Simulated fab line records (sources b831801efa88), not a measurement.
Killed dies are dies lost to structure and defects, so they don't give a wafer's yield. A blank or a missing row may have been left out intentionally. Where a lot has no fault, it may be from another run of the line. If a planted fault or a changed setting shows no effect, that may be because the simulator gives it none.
Struck lot and sound lot, side by side / flow sfqLine / 41 steps out of a route of 325
Sound: these wafers, L743.2, L743.4, L743.6. Struck: wafer L735.6. (L735.2 of the same lot was not struck and is left out.) The cause comes at the end.
Order at every step that has rows: each side's tool, ch and its chambers, its first start. Under that, the readings that differ: sound wafers / struck wafers / difference of the means / sigmas: that difference in standard deviations of wafers without a fault.
alike: same words and numbers on both sides, and readings whose means sit less than 2 such deviations apart. not compared: any withheld reading, any reading some wafer has no value for, any bound like >300 that may hide the same value, and any number with overlapping values for which the record gives no deviation.
The two part at a step that has a row with sigmas, a row that says differs or no value, or rows on one side only. Numbers that have no deviation but don't overlap get no sigmas and don't part them. A reading missing from all wafers of one side parts the sides only when that side holds two or more wafers.

SFQ_C5_OVL_MEAS_937:
  sound on overlay-01, day 72 16:25; struck on overlay-01, day 70 09:46
reading=C5_OVL (nm); sound=11 9 8; struck=-4; difference=-13; sigmas=-2
then, 5 steps without rows for these wafers: SFQ_TRILAYER_C5_BARC_OPEN_VIA_ETCH_210 (etches BARC in O2, target depth 125 nm, time 41.7 s); SFQ_TRILAYER_C5_ETCH_VIA_ETCH_154 (etches SiO2 in CHF3, stops on Nb, target depth 84 nm); SFQ_TRILAYER_C5_STRIP_STRIP_155 (strips in O2); SFQ_TRILAYER_C5_STRIP_SOLV_CLEAN_156 (cleans in NMP, time 600 s); SFQ_TRILAYER_M6_DEP_PRE_CLEAN_158 (time 22.5 s).
SFQ_TRILAYER_M6_DEP_SPUTTER_157: material Nb, target thk 200 nm, time 133.3 s.
  sound on pvdSputter-04, day 72 17:20; struck on pvdSputter-06, day 70 10:41
  alike: chamberPressurePa, throttleValvePct
SFQ_M6_RS_MEAS_938: uses a four-point probe to measure.
  sound on filmMetro-04, day 72 17:26; struck on filmMetro-01, day 70 10:48
  alike: M6_NB_RS
then, 3 steps without rows for these wafers: SFQ_TRILAYER_M6_LITHO_COAT_164 (resist thk 62 nm); SFQ_TRILAYER_M6_LITHO_COAT_159 (resist thk 600 nm); SFQ_TRILAYER_M6_LITHO_SOFTBAKE_163.
SFQ_TRILAYER_M6_LITHO_EXPOSE_160: exposes mask M6, target cd 500 nm.
  sound on krfScanner-01 ch 0, day 73 17:29; struck on krfScanner-01 ch 0, day 71 14:06
  alike: mask
then, 2 steps without rows for these wafers: SFQ_TRILAYER_M6_LITHO_PEB_162 (peb time 60 s); SFQ_TRILAYER_M6_LITHO_DEVELOP_161 (time 60 s).
SFQ_M6_OVL_MEAS_940:
  sound on overlay-01, day 73 18:48; struck on overlay-02, day 71 15:25
  alike: M6_OVL
SFQ_TRILAYER_M6_BARC_OPEN_METAL_ETCH_206: etches BARC in O2, target depth 125 nm, time 41.7 s.
  sound on rieMetal-01 ch 0,1, day 73 18:50; struck on rieMetal-04 ch 0, day 71 15:26
reading=model.M6.cdNm (nm); sound=499.6 501.1 499.4; struck=485.5; difference=-14.5; sigmas=
  alike: drypumpMotorCurrentA, oesProductAu
  not compared: rfHoursCounterH
SFQ_TRILAYER_M6_ETCH_METAL_ETCH_162: etches Nb in Cl2/Ar, stops on SiO2, target depth 240 nm, time 120 s.
  sound on rieMetal-01 ch 0,1, day 73 18:53; struck on rieMetal-04 ch 0, day 71 15:30
reading=oesProductAu (a.u.); sound=0.871 0.888 0.893; struck=0.906; difference=+0.022; sigmas=+3
reading=model.M6.cdNm (nm); sound=499.4 502.1 499.9; struck=485.7; difference=-14.8; sigmas=
  alike: drypumpMotorCurrentA
  not compared: rfHoursCounterH
SFQ_TRILAYER_M6_STRIP_STRIP_163: strips in O2.
  sound on rieMetal-01 ch 0,1, day 73 19:01; struck on rieMetal-04 ch 0, day 71 15:37
  alike: drypumpMotorCurrentA, oesProductAu
  not compared: rfHoursCounterH
then, 3 steps without rows for these wafers: SFQ_TRILAYER_M6_STRIP_SOLV_CLEAN_164 (cleans in NMP, time 600 s); SFQ_TRILAYER_I6_DEP_PECVD_165 (deposits SiO2 from SiH4/N2O, time 111.11 s, target thk 500 nm); SFQ_TRILAYER_I6_CMP_CMP_166 (polishes SiO2).
SFQ_I6_BOW_MEAS_941:
  sound on filmMetro-01, day 74 01:08; struck on filmMetro-02, day 71 20:07
  alike: I6_BOW
then, 7 steps without rows for these wafers: SFQ_TRILAYER_I6_METRO_MEASURE_167; SFQ_TRILAYER_I6_VIA_LITHO_COAT_174 (resist thk 62 nm); SFQ_TRILAYER_I6_VIA_LITHO_COAT_169 (resist thk 650 nm); SFQ_TRILAYER_I6_VIA_LITHO_SOFTBAKE_173; SFQ_TRILAYER_I6_VIA_LITHO_EXPOSE_170 (exposes mask I6, target cd 700 nm); SFQ_TRILAYER_I6_VIA_LITHO_PEB_172 (peb time 60 s); SFQ_TRILAYER_I6_VIA_LITHO_DEVELOP_171 (time 60 s).
SFQ_I6_OVL_MEAS_942:
  sound on overlay-02, day 75 06:27; struck on overlay-02, day 72 23:37
  alike: I6_OVL
SFQ_TRILAYER_I6_VIA_BARC_OPEN_VIA_ETCH_235: etches BARC in O2, target depth 125 nm, time 41.7 s.
  sound on rieDiel-03 ch 1,2, day 75 06:29; struck on rieDiel-02 ch 2, day 72 23:38
reading=oesProductAu (a.u.); sound=0.698 0.686 0.685; struck=0.679; difference=-0.011; sigmas=-2
  alike: drypumpMotorCurrentA
  not compared: rfHoursCounterH
then, 1 step without rows for these wafers: SFQ_TRILAYER_I6_VIA_ETCH_VIA_ETCH_172 (etches SiO2 in CHF3, stops on Nb, target depth 260 nm).
SFQ_TRILAYER_I6_VIA_STRIP_STRIP_173: strips in O2.
  sound on rieMetal-03 ch 0,1, day 75 06:38; struck on rieMetal-04 ch 1, day 72 23:47
  alike: drypumpMotorCurrentA, oesProductAu
  not compared: rfHoursCounterH
then, 2 steps without rows for these wafers: SFQ_TRILAYER_I6_VIA_STRIP_SOLV_CLEAN_174 (cleans in NMP, time 600 s); SFQ_TRILAYER_M7_DEP_PRE_CLEAN_176 (time 22.5 s).
SFQ_TRILAYER_M7_DEP_SPUTTER_175: material Nb, target thk 200 nm, time 133.3 s.
  sound on pvdSputter-06, day 75 07:26; struck on pvdSputter-03, day 73 00:36
reading=chamberPressurePa (Pa); sound=0.13328 0.13311 0.13362; struck=0.13271; difference=-0.00063; sigmas=-2
reading=throttleValvePct (%); sound=29.0 31.1 28.7; struck=32.1; difference=+2.5; sigmas=+3
SFQ_M7_RS_MEAS_943: uses a four-point probe to measure.
  sound on filmMetro-01, day 75 07:33; struck on filmMetro-01, day 73 00:43
  alike: M7_NB_RS
then, 3 steps without rows for these wafers: SFQ_TRILAYER_M7_LITHO_COAT_182 (resist thk 62 nm); SFQ_TRILAYER_M7_LITHO_COAT_177 (resist thk 600 nm); SFQ_TRILAYER_M7_LITHO_SOFTBAKE_181.
-- the record jumps here: 7 days lie between the struck wafers' starts before and after --
SFQ_M8_BOW_MEAS_951:
  sound on filmMetro-02, day 82 10:58; struck on filmMetro-04, day 80 04:44
reading=model.etest.m6.ohmUm; sound=1.821 1.786 1.785; struck=1.829; difference=+0.032; sigmas=
  alike: M8_BOW

== WHERE THEY PART ==
First at SFQ_C5_OVL_MEAS_937; last, within this record, at SFQ_TRILAYER_M7_DEP_SPUTTER_175. Later steps at which nothing parts them and some readings are alike: SFQ_M7_RS_MEAS_943, SFQ_M8_BOW_MEAS_951.

WHY: what the simulator had put in
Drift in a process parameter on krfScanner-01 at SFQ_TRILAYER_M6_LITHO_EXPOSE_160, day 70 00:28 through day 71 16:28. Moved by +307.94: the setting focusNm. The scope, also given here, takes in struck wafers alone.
